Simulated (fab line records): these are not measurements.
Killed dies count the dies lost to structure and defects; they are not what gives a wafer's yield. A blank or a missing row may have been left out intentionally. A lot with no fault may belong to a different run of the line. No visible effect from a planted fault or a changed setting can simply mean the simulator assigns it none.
Split-lot trial -- flow sky130 -- 23 wafers read across 5 lots, on a route 708 steps long

== THE SPLIT ==
At SKY_FIELD_ISO_COAT_08 (resist thk 450 nm), the setting resist_thk_nm was moved away from the recipe's 450 nm on 10 of the 23 wafers read, by -5.9% to +5.1%. For the rest of the wafers, this setting stayed at what the recipe calls for.

== FROM THE SPLIT TO THE READING: what the file shows between them, 4 steps ==
- SKY_FIELD_ISO_SOFTBAKE_09: time 90 s
- SKY_FIELD_ISO_EXPOSE_10: exposes mask FOM, target cd 150 nm
- SKY_FIELD_ISO_DEVELOP_12: develop time 60 s
- SKY_FIELD_ISO_ETCH_14: etches BARC in N2/H2, stops on SiO2, time 45.9 s, target depth 60 nm

== THE READING ==
KrF-thick_of_FIELD_ISO_COAT_08.thk_nm (the simulator's own value, which no gauge read), in nm, at SKY_FIELD_ISO_ETCH_15 (etches the open film in CHF3/O2, stops on Si, target depth 180 nm, time 72 s). The file gives no usual value for it. The 13 wafers here that ran the recipe average 234.2 nm, standard deviation 2.8 nm.

wafer,"tool, chamber at the split","resist_thk_nm as run, nm",against the recipe,"KrF-thick_of_FIELD_ISO_COAT_08.thk_nm, nm",against lot-mates on the recipe
L074.1,"litho_track-04, 0",472.9,+5.1%,260,+24.1
L074.2,"litho_track-04, 0",450,recipe,235,-
L074.3,"litho_track-04, 0",472.9,+5.1%,256.1,+20.2
L074.4,"litho_track-04, 0",450,recipe,236.8,-
L074.6,"litho_track-04, 0",472.9,+5.1%,258.1,+22.2
L075.1,"litho_track-03, 0",450,recipe,232.5,-
L075.2,"litho_track-03, 0",450,recipe,234,-
L075.6,"litho_track-03, 0",450,recipe,233.4,-
L077.1,"litho_track-03, 0",458.1,+1.8%,240.3,+8.7
L077.2,"litho_track-03, 0",450,recipe,232.6,-
L077.4,"litho_track-03, 0",450,recipe,234,-
L077.5,"litho_track-03, 0",450,recipe,228.1,-
L077.6,"litho_track-03, 0",458.1,+1.8%,241.5,+9.9
L079.1,"litho_track-04, 0",450,recipe,234.7,-
L079.2,"litho_track-04, 0",423.4,-5.9%,206.9,-29.7
L079.4,"litho_track-04, 0",450,recipe,241.2,-
L079.5,"litho_track-04, 0",450,recipe,233.8,-
L079.6,"litho_track-04, 0",423.4,-5.9%,206,-30.6
L083.1,"litho_track-04, 0",465.2,+3.4%,245.2,+11.2
L083.2,"litho_track-04, 0",450,recipe,233.9,-
L083.4,"litho_track-04, 0",465.2,+3.4%,255.9,+22.0
L083.5,"litho_track-04, 0",450,recipe,234,-
L083.6,"litho_track-04, 0",465.2,+3.4%,246.5,+12.6

FIT RESULTS
A straight line over all 23 wafers: KrF-thick_of_FIELD_ISO_COAT_08.thk_nm changes by +4.64 nm for each +1% of resist_thk_nm; r = +0.98; the points scatter about the line by 3 nm.
The same after taking each lot's own level away (the mean of its wafers on the recipe; 23 wafers): +4.73 nm for each +1%; r = +0.98; scatter 2.7 nm.
The reading moves by 28 nm for the largest change in resist_thk_nm, on that fit.
Across the lots, their own levels run from 231.57 to 236.57 nm, a range of 1.8 times the standard deviation given above.
Hence the lot-to-lot level has little effect on the slope; both slopes agree.
Check: for one of the wafers moved furthest among these (-5.9%), held out of the fit, the line's prediction against its lot-mates is -27.9 nm. It came out at -29.7 nm against them.

== THE WHOLE CHAIN: every reading that the file lists as answering this split, in the file's order ==
step,what it does,reading,change (the file's fit),r (the file's)
SKY_FIELD_ISO_COAT_08,resist thk 450 nm,"KrF-thick_of_FIELD_ISO_COAT_08.thk_nm (the simulator's own value, which no gauge read)",+4.42 nm for each +1% of the setting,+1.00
SKY_FIELD_ISO_ETCH_14,"etches BARC in N2/H2, stops on SiO2, time 45.9 s, target depth 60 nm","KrF-thick_of_FIELD_ISO_COAT_08.thk_nm (the simulator's own value, which no gauge read)",+4.52 nm for each +1% of the setting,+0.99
SKY_FIELD_ISO_ETCH_15,"etches the open film in CHF3/O2, stops on Si, target depth 180 nm, time 72 s","KrF-thick_of_FIELD_ISO_COAT_08.thk_nm (the simulator's own value, which no gauge read)",+4.75 nm for each +1% of the setting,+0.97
SKY_FIELD_ISO_STRIP_16,strips in O2/N2,strip_time_to_endpoint_s,withheld for each +1% of the setting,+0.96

== THE FILE'S OWN FIT ==
KrF-thick_of_FIELD_ISO_COAT_08.thk_nm changes by +4.75 nm for each +1% of resist_thk_nm, r = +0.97.
